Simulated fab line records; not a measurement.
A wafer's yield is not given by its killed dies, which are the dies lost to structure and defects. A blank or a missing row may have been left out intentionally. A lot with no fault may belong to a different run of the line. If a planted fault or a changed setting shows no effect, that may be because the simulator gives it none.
A lot that was struck, set against a sound lot | flow sky130 | 16 out of 708 route steps
Sound: the wafers L942.2, L942.4, L942.5. Wafers struck: L949.2, L949.3, L949.4. The cause comes at the end.
Per side, at each step with rows, come the tool, then ch with its chambers, and then its first start. Under that, the readings that differ: sound wafers | struck wafers | difference of the means | sigmas: that difference in standard deviations of wafers without a fault.
alike: words and numbers the same on both sides, and readings whose means are apart by under 2 such deviations; not compared: readings that were withheld, readings missing a value for some wafer, numbers with overlapping values and no deviation given by the record, and bounds like >300 which may hide the same value.
The two part at a step that has a row with sigmas, a row that says differs or no value, or rows on one side only. When numbers do not overlap yet have no deviation, they are printed without sigmas and do not part them. Lack of a reading on every wafer of one side parts them only where that side has two or more wafers.

SKY_VIA3_CMP_02: polishes SiO2.
  sound on cmp-01 ch 0,2, day 39 23:55; struck on cmp-01 ch 0,1,2, day 41 21:56
  alike: motor-current-A
SKY_VIA3_BOW_MEAS_03:
  sound on film-metro-04, day 40 00:13; struck on film-metro-03, day 41 22:13
  alike: VIA3_BOW
then, 8 steps without rows for these wafers: SKY_VIA3_DEHYDRATE_04 (time 60 s); SKY_VIA3_HMDS_05 (prime time 60 s); SKY_VIA3_COAT_06 (resist thk 60 nm); SKY_VIA3_COAT_07 (resist thk 450 nm); SKY_VIA3_SOFTBAKE_08 (time 90 s); SKY_VIA3_EXPOSE_09 (exposes mask VIM3, target cd 200 nm); SKY_VIA3_PEB_10; SKY_VIA3_DEVELOP_11 (develop time 60 s).
SKY_VIA3_CD_MEAS_12: the cd target is 200 nm.
  sound on cd-sem-02, day 41 00:40; struck on cd-sem-01, day 42 21:23
  reading    | sound             | struck            | difference | sigmas
  cd-nm (nm) | 204.7 205.0 205.3 | 197.9 197.7 198.8 | -6.9       | -4
SKY_VIA3_OVL_MEAS_13:
  sound on overlay-01, day 41 00:46; struck on overlay-01, day 42 21:29
  alike: VIA3_OVL
SKY_VIA3_ETCH_14: etches BARC in N2/H2, stops on SiO2, time 45.9 s, target depth 60 nm.
  sound on rie-diel-04 ch 0,2,3, day 41 00:47; struck on rie-diel-04 ch 0,1,3, day 42 21:31
  no value came back on the struck wafers for any of 5 readings (bias-w (W), chamber-pressure-mTorr (mTorr) and others); on the sound wafers bias-w (W) reads 100.1 100.5 99.5
  reading                                     | sound             | struck            | difference | sigmas
  model.KrF-thick_of_VIA3_COAT_07.thk-nm (nm) | 391.5 393.2 390.9 | 434.9 436.8 435.4 | +43.8      |
  not compared: rf-hours-counter-h
SKY_VIA3_ETCH_15: etches SiO2 in C4F8/O2/Ar, stops on TiN, target depth 507 nm, time 78 s.
  sound on rie-diel-04 ch 0,2,3, day 41 00:50; struck on rie-diel-04 ch 0,1,3, day 42 21:33
  reading                                     | sound             | struck            | difference | sigmas
  oes-product-au (a.u.)                       | 0.944 0.939 0.945 | 0.380 0.379 0.374 | -0.565     | -99 or more
  model.KrF-thick_of_VIA3_COAT_07.thk-nm (nm) | 290 290.8 287.5   | 331.4 332.7 331.1 | +42.3      |
  alike: bias-w, chamber-pressure-mTorr
  not compared: rf-hours-counter-h
SKY_VIA3_STRIP_16: strips in O2/N2.
  sound on plasma-asher-03 ch 0,1, day 41 00:54; struck on plasma-asher-01 ch 0,1, day 42 21:37
  reading                      | sound             | struck            | difference | sigmas
  oes-product-au (a.u.)        | 0.406 0.400 0.392 | 0.421 0.420 0.424 | +0.022     | +5
  strip-time-to-endpoint-s (s) | 4.118 4.113 4.091 | 4.553 4.563 4.546 | +0.447     | +19
  alike: drypump-motor-current-A
  not compared: rf-hours-counter-h
then, 1 step without rows for these wafers: SKY_VIA3_STRIP_17 (strips in post etch residue remover, time 1200 s).

## WHERE THEY PART
At SKY_VIA3_CD_MEAS_12 first; at SKY_VIA3_STRIP_16 last (within this record only).

WHY: what the simulator had put in
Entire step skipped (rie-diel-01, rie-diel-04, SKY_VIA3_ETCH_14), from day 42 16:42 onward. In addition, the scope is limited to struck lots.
